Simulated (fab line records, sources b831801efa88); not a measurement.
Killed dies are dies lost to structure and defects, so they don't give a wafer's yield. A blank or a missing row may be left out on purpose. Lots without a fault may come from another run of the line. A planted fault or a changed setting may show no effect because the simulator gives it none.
Chamber matching | flow sky130 | SKY_PASSIVATION_CVD_00 on pecvd-02: 3 sister chambers
The step deposits SiO2, target thk 90 nm. 6 wafers are shown with their chamber, then 8 later ones without.

WAFERS WITH THEIR CHAMBER
wafer  | chamber | heater_power_w (W)
L082.4 | 0       | 704
L082.5 | 1       | 707
L085.2 | 2       | 792
L085.3 | 0       | 748
L085.4 | 2       | 785
L089.1 | 1       | 585

WAFERS WITHOUT THEIR CHAMBER
wafer  | heater_power_w (W)
L089.2 | 785
L089.4 | 758
L092.3 | 709
L092.4 | 613
L092.5 | 784
L093.1 | 730
L093.2 | 760
L093.5 | 758

WHICH CHAMBER EACH WENT THROUGH
wafer  | from the rows above          | in truth
L089.2 | can't be placed: 2 or 0      | 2
L089.4 | can't be placed: 2 or 0 or 1 | 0
L092.3 | can't be placed: 0 or 1 or 2 | 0
L092.4 | can't be placed: 1 or 0      | 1
L092.5 | can't be placed: 2 or 0      | 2
L093.1 | can't be placed: 0 or 2 or 1 | 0
L093.2 | can't be placed: 2 or 0 or 1 | 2
L093.5 | can't be placed: 2 or 0 or 1 | 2
Placed correctly: 0 of 8. Can't be placed from these rows: 8 (the true chamber is among the candidates in 8). Placed wrongly: 0.
How it was worked out, from the rows above alone: a wafer's distance from a chamber is the root of the sum, over the readings, of the square of ((its reading less the chamber's mean) divided by the reading's scatter). The wafer belongs to the nearest chamber; if the next one is less than 2 further off, it can't be placed. A chamber's mean is the mean of its shown wafers. The scatter: the root of (the sum of the squares of (reading less its chamber's mean) over the shown wafers, divided by (wafers less chambers)).
